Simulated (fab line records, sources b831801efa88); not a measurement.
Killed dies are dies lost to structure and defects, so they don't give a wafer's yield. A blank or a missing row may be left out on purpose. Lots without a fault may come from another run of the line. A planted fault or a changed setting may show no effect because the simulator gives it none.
Which tool did it? | flow sky130 | 12 lots, 36 wafers sampled, at 1 step of a route of 708

WHAT THE GAUGES READ, wafer by wafer
SKY_PWDE_TW_MEAS_10.
lot  | measured    | on            | PWDE_TW
L137 | day 3 22:25 | film_metro-01 | 373 374 374
L139 | day 4 10:56 | film_metro-03 | 370 371 370
L140 | day 4 13:20 | film_metro-01 | 371 374 373
L142 | day 5 02:34 | film_metro-04 | 379 377 375
L143 | day 5 08:02 | film_metro-01 | 374 374 374
L144 | day 5 12:46 | film_metro-03 | 371 369 370
L145 | day 5 18:10 | film_metro-04 | 379 378 378
L146 | day 6 00:36 | film_metro-01 | 374 374 372
L147 | day 6 02:36 | film_metro-04 | 378 377 379
L148 | day 6 10:53 | film_metro-04 | 381 379 379
L159 | day 9 12:28 | film_metro-03 | 367 368 369
L160 | day 9 18:50 | film_metro-03 | 368 368 367

WHICH TOOL RAN EACH LOT (tool, then ch and the chambers of the sampled wafers, then the start)
The record holds no process step before these readings.

WHAT THE TOOLS THEMSELVES READ (means of the sampled wafers that have a number; where no wafer has one, the mark that the record gives instead)
The record holds no such reading with a usual standard deviation.

THE ANSWER, worked out from the rows above alone
Rule: what is usual is taken from the lots themselves. Put in order of their means at a reading, lots are off if they are a third of the lots or fewer, leave a main group of 4 or more, and stand apart from it by a gap of 3 or more times the standard deviation of the main group's means; of several such gaps the widest counts. A main group whose means are all the same, to the digits that the tables above print for the reading, isn't used. A lot without any number at a reading at which 4 lots or more have one is off too. The other lots that the step has rows for count as sound. The gauges are gone through in route order, then the tools' own readings, and for those a lot's mean is taken as printed above. The first step at which some lot is off is used, and at that step the reading that is off furthest; a lot without a number counts as furthest.
No lot is off at any reading shown: from this, nothing can be told.

WHAT THE SIMULATOR HAD PUT IN
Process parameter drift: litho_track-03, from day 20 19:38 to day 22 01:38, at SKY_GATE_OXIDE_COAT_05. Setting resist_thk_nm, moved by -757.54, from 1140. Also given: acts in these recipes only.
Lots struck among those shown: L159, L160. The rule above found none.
